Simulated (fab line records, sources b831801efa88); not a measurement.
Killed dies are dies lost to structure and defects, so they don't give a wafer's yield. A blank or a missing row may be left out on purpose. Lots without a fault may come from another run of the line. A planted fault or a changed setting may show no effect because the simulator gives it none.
Problem report in the 8D (eight disciplines) form, filled by code | flow sky130 | the parts of the form that need people (team, actions taken, sign-off) are left out

1. THE PROBLEM
DNWELL_TW at SKY_DNWELL_TW_MEAS_09 reads a mean of 30 on 9 wafers of 3 lots; wafers without a fault read 1121 with a standard deviation of 7.8. That is -99 or more standard deviations from the usual mean.
First seen on wafer L403.2, day 6 15:14, on film_metro-04. The record holds 45 wafers of 15 lots with a number at this step. Rule for "out", or "out of limits": more than 4 standard deviations from the usual mean. The other wafers with a number count as sound.

2. WHAT IT IS AND WHAT IT IS NOT
question                    | is                                          | is not
which readings at this step | DNWELL_TW                                   | -
which lots                  | L403, L404, L405                            | L391, L393, L394, L395, L396, L397, L406, L407, L408, L409, L410, L411
which wafers of those lots  | all that have a number                      | -
read on which gauges        | film_metro-01, film_metro-02, film_metro-04 | -
when                        | from day 6 15:14                            | up to then (18 sound wafers); but 18 sound wafers of L406, L407, L408, L409, L410, L411 came after

3. SUSPECTS, AND WHAT RULES EACH OUT
Counting: a tool at a process step up to the reading stays a suspect if it ran every lot that is out and no sound lot after the first of them.
- the gauge at SKY_DNWELL_TW_MEAS_09: ruled out. The wafers that are out were read on 3 gauges (film_metro-01, film_metro-02, film_metro-04).
- iline_stepper-02 at SKY_DNWELL_EXPOSE_04 (exposes mask DNM, target cd 3000 nm): ruled out as a lasting fault. Sound lots L407, L408, L409 ran on it after its first lot that is out, L403 (day 6 05:50).
Left after counting: nothing in the record.

4. THE CAUSE (what the simulator had put in)
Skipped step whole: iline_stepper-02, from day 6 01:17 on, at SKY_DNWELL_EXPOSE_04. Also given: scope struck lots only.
Counting ruled it out, wrongly: the rule takes a fault to strike every lot that its tool runs from its start on, and this one did not.

5. THE CHAIN OF EFFECTS, in route order
Each row: a reading whose mean over the struck wafers that have a number lies more than 3 standard deviations from the usual. Only readings for which the record gives a usual standard deviation are gone through. hours: the time from each lot's start at the first step in this table that gives one to its start at this step, as a median over the lots. sigmas: the change in usual standard deviations.
hours | step                  | reading   | usual | on struck wafers | change | sigmas
0     | SKY_DNWELL_TW_MEAS_09 | DNWELL_TW | 1121  | 30               | -1091  | -99 or more
Readings that are blank on the struck wafers while sound wafers have them: exposure_dose_mJ_cm2 at SKY_DNWELL_EXPOSE_04; focus_offset_nm at SKY_DNWELL_EXPOSE_04.

6. WHAT WOULD HAVE CAUGHT IT SOONER
In this record the first reading out of limits at a measuring or inspecting step was taken at day 6 15:14, 14 hours after the fault began at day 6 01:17.
At SKY_DNWELL_EXPOSE_04 the tool's readings are blank on the struck wafers, where sound wafers have them: an empty tool record is the first sign, and it was there at once.
